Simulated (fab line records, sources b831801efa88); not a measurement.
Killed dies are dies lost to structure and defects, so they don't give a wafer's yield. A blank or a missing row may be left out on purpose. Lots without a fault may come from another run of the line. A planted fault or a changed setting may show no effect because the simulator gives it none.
A struck lot beside a sound one | flow sky130 | 16 steps out of a route of 708
Sound: wafers L216.1, L216.2, L216.4. Struck: wafer L229.3. (L229.2, L229.4 of the same lot were not struck and are left out.) The cause comes at the end.
At each step with rows: each side's tool, then ch and its chambers, then its first start. Under that, the readings that differ: sound wafers | struck wafers | difference of the means | sigmas: that difference in standard deviations of wafers without a fault.
alike: readings whose means differ by less than 2 such deviations, and words and numbers that are the same on both sides. not compared: withheld readings, readings that some wafer has no value for, bounds like >300 that may hide the same value, and numbers for which the record gives no deviation and whose values overlap.
The two part at a step that has a row with sigmas, a row that says differs or no value, or rows on one side only. Numbers that don't overlap but have no deviation are shown without sigmas and don't part them. A reading that every wafer of one side lacks parts them only if that side has two wafers or more.

first, 8 steps without rows for these wafers: SKY_POLY_GATE_DEHYDRATE_05 (time 60 s); SKY_POLY_GATE_HMDS_06 (prime time 60 s); SKY_POLY_GATE_COAT_07 (resist thk 110 nm); SKY_POLY_GATE_COAT_08 (resist thk 450 nm); SKY_POLY_GATE_SOFTBAKE_09 (time 87.27 s); SKY_POLY_GATE_EXPOSE_10 (exposes mask P1M, target cd 150 nm); SKY_POLY_GATE_PEB_11; SKY_POLY_GATE_DEVELOP_12 (develop time 60 s).
SKY_POLY_GATE_CD_MEAS_13: target cd 150 nm.
  sound on cd_sem-02, day 16 22:57; struck on cd_sem-02, day 21 15:49
  alike: cd_nm
SKY_POLY_GATE_OVL_MEAS_14:
  sound on overlay-01, day 16 23:04; struck on overlay-02, day 21 15:56
  alike: POLY_GATE_OVL
SKY_POLY_GATE_ETCH_15: etches BARC in N2/H2, stops on SiO2, time 118.5 s, target depth 110 nm.
  sound on rie_diel-01 ch 0,2,3, day 16 23:07; struck on rie_diel-01 ch 2, day 21 15:58
  reading                | sound   | struck | difference | sigmas
  rf_hours_counter_h (h) | 87 5 28 | 90     | +50        |
  alike: drypump_motor_current_A, oes_product_au, throttle_valve_pct
SKY_POLY_GATE_ETCH_16: etches Si3N4 in CH3F/O2, stops on poly-Si, time 147.5 s, target depth 75 nm.
  sound on rie_diel-01 ch 0,2,3, day 16 23:11; struck on rie_diel-01 ch 2, day 21 16:02
  reading                | sound                | struck | difference | sigmas
  rf_hours_counter_h (h) | 87 6 28              | 90     | +50        |
  throttle_valve_pct (%) | 10.531 10.531 10.528 | 10.552 | +0.022     | +2
  alike: drypump_motor_current_A, oes_product_au
SKY_POLY_GATE_ETCH_17: etches poly-Si in HBr/Cl2, stops on SiO2, target depth 180 nm, time 70.5 s.
  sound on rie_si-02 ch 1,2,3, day 16 23:17; struck on rie_si-01 ch 3, day 21 16:08
  reading                                          | sound             | struck | difference | sigmas
  oes_product_au (a.u.)                            | 0.987 0.980 0.998 | 1.026  | +0.038     | +4
  rf_hours_counter_h (h)                           | 16 3 82           | 0      | -34        |
  model.KrF-thick_of_POLY_GATE_COAT_08.thk_nm (nm) | 138.9 139.9 139.1 | 107.1  | -32.2      |
  model.POLY_GATE.feature_depth_nm (nm)            | 179.5 173.8 180.9 | 187.1  | +9.0       |
  model.etch.depth_nm (nm)                         | 179.5 173.8 180.9 | 186.2  | +8.1       |
  alike: drypump_motor_current_A, throttle_valve_pct
SKY_POLY_GATE_STRIP_18: strips in O2/N2.
  sound on plasma_asher-01 ch 0,1, day 16 23:21; struck on plasma_asher-02 ch 1, day 21 16:12
  reading                      | sound             | struck | difference | sigmas
  oes_product_au (a.u.)        | 0.360 0.355 0.363 | 0.348  | -0.011     | -2
  strip_time_to_endpoint_s (s) | 3.16 3.17 3.14    | 2.79   | -0.37      | -8
  alike: drypump_motor_current_A
  not compared: rf_hours_counter_h
then, 1 step without rows for these wafers: SKY_POLY_GATE_CLEAN_19 (cleans in SC1/SC2, time 150 s).
-- the record jumps here: 28 days lie between the struck wafers' starts before and after (it left off in module POLY_GATE and takes up again in module PAD_OPEN, whose first step shown is number 708 of the route) --
SKY_PAD_OPEN_PROBE_99:
  sound on prober-02, day 46 12:00; struck on prober-02, day 49 12:32
  reading                            | sound             | struck | difference | sigmas
  killed_open                        | 36 41 33          | 54     | +17        | +2
  model.etest.tip_sonos.rs_ohm_sq    | 2786 2793 2677    | 2434   | -318       |
  model.etest.tip_n.rs_ohm_sq        | 445.3 445.6 442.6 | 442.4  | -2.1       |
  model.etest.res_pdiff_hv.rs_ohm_sq | 192.3 191.3 191.6 | 189.1  | -2.6       |
  alike: killed_at_M0_to_M3, killed_at_M4_up, killed_at_contacts, killed_at_front_end, killed_at_other, killed_dies, killed_short
  not compared: model.etest.res_ndiff_hv.rs_ohm_sq

WHERE THEY PART
First at SKY_POLY_GATE_ETCH_16; last, within this record, at SKY_PAD_OPEN_PROBE_99.

WHY: what the simulator had put in
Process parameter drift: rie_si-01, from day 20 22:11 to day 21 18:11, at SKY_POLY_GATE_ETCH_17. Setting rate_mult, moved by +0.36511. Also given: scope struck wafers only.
